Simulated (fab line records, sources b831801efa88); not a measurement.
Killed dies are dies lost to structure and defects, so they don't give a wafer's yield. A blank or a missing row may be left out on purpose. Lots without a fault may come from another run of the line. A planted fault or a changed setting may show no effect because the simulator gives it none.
Which tool did it? | flow sky130 | 12 lots, 36 wafers sampled, at 5 steps of a route of 708

WHAT THE GAUGES READ, wafer by wafer
SKY_VIA1_RS_MEAS_22: measures by four-point-probe.
lot  | measured     | on            | VIA1_W_RS (ohm/sq)
L306 | day 33 21:27 | film_metro-03 | 0.436 0.430 0.436
L307 | day 34 05:01 | film_metro-02 | 0.434 0.429 0.441
L308 | day 34 20:05 | film_metro-03 | 0.429 0.430 0.426
L311 | day 35 20:23 | film_metro-03 | 0.422 0.421 0.419
L320 | day 38 07:46 | film_metro-04 | 0.428 0.432 0.427
L322 | day 39 10:31 | film_metro-04 | 0.426 0.430 0.432
L324 | day 39 22:52 | film_metro-03 | 0.427 0.436 0.427
L323 | day 40 00:28 | film_metro-03 | 0.427 0.434 0.430
L325 | day 40 07:34 | film_metro-04 | 0.424 0.425 0.431
L327 | day 40 09:03 | film_metro-04 | 0.436 0.431 0.433
L328 | day 40 15:55 | film_metro-03 | 0.424 0.423 0.423
L329 | day 41 01:41 | film_metro-02 | 0.423 0.427 0.423

SKY_METAL2_OVL_MEAS_16.
lot  | measured     | on         | METAL2_OVL (nm)
L306 | day 35 00:52 | overlay-01 | -2 2 -5
L307 | day 35 07:52 | overlay-01 | 7 0 -4
L308 | day 35 23:23 | overlay-02 | 1 10 1
L311 | day 36 22:55 | overlay-02 | -7 1 -4
L320 | day 39 09:25 | overlay-01 | 3 5 1
L322 | day 40 12:13 | overlay-02 | -13 -10 -8
L324 | day 41 00:30 | overlay-01 | -8 -5 -5
L323 | day 41 02:00 | overlay-01 | 1 0 -4
L325 | day 41 08:51 | overlay-02 | 5 8 0
L327 | day 41 10:40 | overlay-02 | -13 -5 -8
L328 | day 41 17:56 | overlay-01 | -5 2 -1
L329 | day 42 03:43 | overlay-01 | -2 -2 -1

SKY_VIA2_THK_MEAS_01.
lot  | measured     | on            | VIA2_HDPCVD_THK (nm)
L306 | day 35 01:48 | film_metro-04 | 1172 1183 1176
L307 | day 35 08:48 | film_metro-03 | 1171 1189 1175
L308 | day 36 00:20 | film_metro-01 | 1187 1182 1202
L311 | day 36 23:51 | film_metro-01 | 543 1169 1173
L320 | day 39 10:22 | film_metro-03 | 1167 1181 1178
L322 | day 40 13:10 | film_metro-01 | 1186 1198 1179
L324 | day 41 01:32 | film_metro-03 | 1192 1172 1193
L323 | day 41 02:58 | film_metro-03 | 1186 1176 1183
L325 | day 41 09:50 | film_metro-03 | 1191 1174 1192
L327 | day 41 11:38 | film_metro-04 | 1147 1195 1173
L328 | day 41 18:53 | film_metro-03 | 1146 1185 1154
L329 | day 42 04:39 | film_metro-03 | 1175 1180 1160

WHICH TOOL RAN EACH LOT (tool, then ch and the chambers of the sampled wafers, then the start)
lot  | SKY_METAL1_METAL_ETCH_19          | SKY_VIA2_HDPCVD_00
L306 | rie_metal-03 ch 0,1, day 32 16:09 | hdpcvd-02 ch 1,2, day 35 01:41
L307 | rie_metal-03 ch 0,1, day 33 00:03 | hdpcvd-02 ch 0,2, day 35 08:40
L308 | rie_metal-03 ch 0,1, day 33 16:09 | hdpcvd-02 ch 0,2, day 36 00:12
L311 | rie_metal-04 ch 0,1, day 34 15:23 | hdpcvd-02 ch 0,1,2, day 36 23:43
L320 | rie_metal-03 ch 0,1, day 37 03:52 | hdpcvd-01 ch 0,1,2, day 39 10:17
L322 | rie_metal-03 ch 0,1, day 38 07:27 | hdpcvd-01 ch 0,1,2, day 40 13:02
L324 | rie_metal-04 ch 0,1, day 38 19:32 | hdpcvd-01 ch 0,1,2, day 41 01:25
L323 | rie_metal-01 ch 0,1, day 38 21:40 | hdpcvd-01 ch 0,1, day 41 02:50
L325 | rie_metal-01 ch 0,1, day 39 04:17 | hdpcvd-02 ch 0,1, day 41 09:42
L327 | rie_metal-03 ch 0,1, day 39 06:30 | hdpcvd-02 ch 0,1,2, day 41 11:30
L328 | rie_metal-01 ch 0,1, day 39 12:08 | hdpcvd-02 ch 1,2, day 41 18:45
L329 | rie_metal-01 ch 0,1, day 39 22:29 | hdpcvd-01 ch 0,1, day 42 04:31
- SKY_METAL1_METAL_ETCH_19: etches the open film in Cl2/BCl3, stops on SiO2, target depth 360 nm, time 78 s.
- SKY_VIA2_HDPCVD_00: deposits SiO2, target thk 1180 nm, time 196.7 s.

WHAT THE TOOLS THEMSELVES READ (means of the sampled wafers that have a number; where no wafer has one, the mark that the record gives instead)
SKY_METAL1_METAL_ETCH_19.
lot  | tool         | drypump_motor_current_A (A) | mfc_cl2_sccm (sccm) | oes_product_au (a.u.) | throttle_valve_pct (%)
L306 | rie_metal-03 | 5.74                        | 59.93               | 0.857                 | 22.266
L307 | rie_metal-03 | 5.71                        | 60.04               | 0.852                 | 22.265
L308 | rie_metal-03 | 5.72                        | 59.89               | 0.851                 | 22.269
L311 | rie_metal-04 | 5.53                        | 59.91               | 0.853                 | 22.259
L320 | rie_metal-03 | 5.67                        | 59.80               | 0.853                 | 22.263
L322 | rie_metal-03 | 5.67                        | 59.83               | 0.850                 | 22.264
L324 | rie_metal-04 | 5.53                        | 60.05               | 0.855                 | 22.272
L323 | rie_metal-01 | 5.45                        | 59.88               | 0.857                 | 22.266
L325 | rie_metal-01 | 5.55                        | 60.01               | 0.857                 | 22.269
L327 | rie_metal-03 | 5.70                        | 60.10               | 0.851                 | 22.265
L328 | rie_metal-01 | 5.56                        | 60.01               | 0.854                 | 22.256
L329 | rie_metal-01 | 5.47                        | 60.00               | 0.857                 | 22.256

SKY_VIA2_HDPCVD_00.
lot  | tool      | susceptor_temp_C (C)
L306 | hdpcvd-02 | 400.27
L307 | hdpcvd-02 | 400.03
L308 | hdpcvd-02 | 399.97
L311 | hdpcvd-02 | 399.94
L320 | hdpcvd-01 | 399.91
L322 | hdpcvd-01 | 400.14
L324 | hdpcvd-01 | 400.04
L323 | hdpcvd-01 | 400.02
L325 | hdpcvd-02 | 399.98
L327 | hdpcvd-02 | 400.11
L328 | hdpcvd-02 | 400.05
L329 | hdpcvd-01 | 399.73

THE ANSWER, worked out from the rows above alone
Rule: what is usual is taken from the lots themselves. Put in order of their means at a reading, lots are off if they are a third of the lots or fewer, leave a main group of 4 or more, and stand apart from it by a gap of 3 or more times the standard deviation of the main group's means; of several such gaps the widest counts. A main group whose means are all the same, to the digits that the tables above print for the reading, isn't used. A lot without any number at a reading at which 4 lots or more have one is off too. The other lots that the step has rows for count as sound. The gauges are gone through in route order, then the tools' own readings, and for those a lot's mean is taken as printed above. The first step at which some lot is off is used, and at that step the reading that is off furthest; a lot without a number counts as furthest.
Off: L311, at SKY_VIA2_THK_MEAS_01 (VIA2_HDPCVD_THK). The main group: mean 1179 nm, standard deviation 8.1.
A tool fits if, at a process step before that reading, it ran every lot that is off, and no sound lot after the first of them. The gauges at SKY_VIA2_THK_MEAS_01 are tried like those tools. None of those tried fits.

WHAT THE SIMULATOR HAD PUT IN
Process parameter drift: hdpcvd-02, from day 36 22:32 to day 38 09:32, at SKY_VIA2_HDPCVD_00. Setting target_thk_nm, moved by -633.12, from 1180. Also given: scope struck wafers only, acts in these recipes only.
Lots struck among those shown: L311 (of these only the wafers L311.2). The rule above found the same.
